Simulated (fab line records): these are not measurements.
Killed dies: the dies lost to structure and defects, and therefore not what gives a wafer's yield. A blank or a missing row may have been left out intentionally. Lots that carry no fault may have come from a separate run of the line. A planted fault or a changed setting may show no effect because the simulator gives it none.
A lot that was struck, set against a sound lot	flow sky130	37 steps out of a route of 708
Sound: the wafers L972.2, L972.3, L972.4. Struck: wafers L961.2, L961.4, L961.5. At the end, the cause is stated.
At each step with rows: each side's tool, then ch and its chambers, then its first start. Under that, the readings that differ: sound wafers	struck wafers	difference of the means	sigmas: that difference in standard deviations of wafers without a fault.
alike: readings with means less than 2 such deviations apart, plus words and numbers identical on both sides. not compared: withheld readings, readings lacking a value on some wafer, bounds such as >300 that could conceal the same value, and numbers that have no deviation in the record and whose values overlap.
The two part at a step that has a row with sigmas, a row that says differs or no value, or rows on one side only. Numbers that have no deviation but don't overlap get no sigmas and don't part them. Lack of a reading on every wafer of one side parts them only where that side has two or more wafers.

first, 10 steps without rows for these wafers: SKY_VIA3_CLEAN_18 (cleans in IPA, time 180 s); SKY_VIA3_CLEAN_19 (cleans in O3/DIW); SKY_VIA3_SPUTTER_20 (material TiN, target thk 20 nm, time 80 s); SKY_VIA3_CVD_21 (deposits W, target thk 390 nm, time 117.31 s); SKY_VIA3_CMP_24 (polishes, stops on SiO2, t overpolish 20 s, target thk 0 nm); SKY_METAL4_SPUTTER_00 (material Ti, target thk 15 nm, time 10 s); SKY_METAL4_SPUTTER_01 (material TiN, target thk 20 nm, time 16.7 s); SKY_METAL4_SPUTTER_02 (material AlCu, target thk 735 nm, time 39.1 s); SKY_METAL4_SPUTTER_03 (material Ti, target thk 5 nm, time 3.3 s); SKY_METAL4_SPUTTER_04 (material TiN, target thk 70 nm, time 58.3 s).
SKY_CAP2M_CVD_00: deposits SiO2, target thk 15.5 nm.
  sound on pecvd-02 ch 1,2, day 45 22:38; struck on pecvd-02 ch 0,1,2, day 43 05:42
reading	sound	struck	difference	sigmas
model.SiO2_of_CAP2M_CVD_00.thk nm (nm)	15.22 15.17 15.31	27.93 28.36 28.31	+12.97	
  alike: heater power w
SKY_CAP2M_THK_MEAS_01:
  sound: film metro-04 at day 45 22:40; struck: film metro-01 at day 43 05:44
reading	sound	struck	difference	sigmas
CAP2M_CVD_00_THK (nm)	15.26 15.11 15.35	27.90 28.32 28.35	+12.95	+62
then, 23 steps without rows for these wafers: SKY_CAP2M_SPUTTER_02 (material TiN, target thk 200 nm, time 166.7 s); SKY_CAP2M_DEHYDRATE_05 (time 60 s); SKY_CAP2M_HMDS_06 (prime time 60 s); SKY_CAP2M_COAT_07 (resist thk 1140 nm); SKY_CAP2M_SOFTBAKE_08 (time 60 s); SKY_CAP2M_EXPOSE_09 (exposes mask CAP2M, target cd 1000 nm); SKY_CAP2M_PEB_10; SKY_CAP2M_DEVELOP_11 (develop time 60.77 s); SKY_CAP2M_METAL_ETCH_13 (etches TiN in Cl2/BCl3, stops on SiO2, target depth 220 nm, time 62.9 s); SKY_CAP2M_STRIP_14 (strips in O2/N2); SKY_CAP2M_STRIP_15 (strips in post etch residue remover, time 1200 s); SKY_CAP2M_CLEAN_16 (cleans in IPA, time 180 s); SKY_CAP2M_CLEAN_17 (cleans in O3/DIW); SKY_METAL4_DEHYDRATE_05 (time 60 s); SKY_METAL4_HMDS_06 (prime time 60 s); SKY_METAL4_COAT_07 (resist thk 60 nm); SKY_METAL4_COAT_08 (resist thk 1140 nm); SKY_METAL4_SOFTBAKE_09 (time 90 s); SKY_METAL4_EXPOSE_10 (exposes mask MM4, target cd 300 nm); SKY_METAL4_PEB_11; SKY_METAL4_DEVELOP_12 (develop time 60 s); SKY_METAL4_DESCUM_15 (chemistry O2, time 8 s); SKY_METAL4_ETCH_16 (etches BARC in N2/H2, stops on SiO2, time 88.2 s, target depth 60 nm).
SKY_METAL4_ETCH_17: etches SiO2 in C4F8/O2/Ar, stops on TiN, time 3.9 s, target depth 15 nm.
  sound on rie diel-04 ch 0,1,3, day 47 18:14; struck on rie diel-04 ch 2,3, day 45 02:03
reading	sound	struck	difference	sigmas
oes product au (a.u.)	0.750 0.749 0.752	0.997 0.999 0.998	+0.248	+35
  alike: chamber pressure mTorr
-- the record jumps here: 4 days lie between the struck wafers' starts before and after (it left off in module METAL4 and takes up again in module PAD_OPEN, whose first step shown is number 708 of the route) --
SKY_PAD_OPEN_PROBE_99:
  sound: prober-02 at day 50 21:21; struck: prober-02 at day 48 16:23
reading	sound	struck	difference	sigmas
model.etest.tester.sort n pass	391 421 410	0 0 0	-407	
model.etest.tester.sort yield pct (%)	79.47 85.57 83.33	0 0 0	-83	
model.etest.tester.sort_bin_3_pct (%)	1.22 0.813 0.813	83.11 82.92 84.55	+82.58	
model.etest.diode ndiff fingers.over limit	0 0 0	1 1 1	+1	
model.etest.diode ndiff pwell.over limit	0 0 0	1 1 1	+1	
model.etest.sram nfet pass.short	0 0 0	1 1 1	+1	
model.etest.nfet_01v8_turned.short	0 0 0	1 1 1	+1	
model.etest.cap ono.over limit	0 0 0	1 1 1	+1	
  alike: defect limited yield, killed_at_M0_to_M3, killed_at_M4_up, killed at contacts, killed at front end, killed at other, killed dies, killed open, killed short

WHERE THEY PART
Last at SKY_METAL4_ETCH_17 as far as this record goes, first at SKY_CAP2M_THK_MEAS_01. Later steps at which nothing parts them and some readings are alike: SKY_PAD_OPEN_PROBE_99.

WHY: whatever the simulator had introduced
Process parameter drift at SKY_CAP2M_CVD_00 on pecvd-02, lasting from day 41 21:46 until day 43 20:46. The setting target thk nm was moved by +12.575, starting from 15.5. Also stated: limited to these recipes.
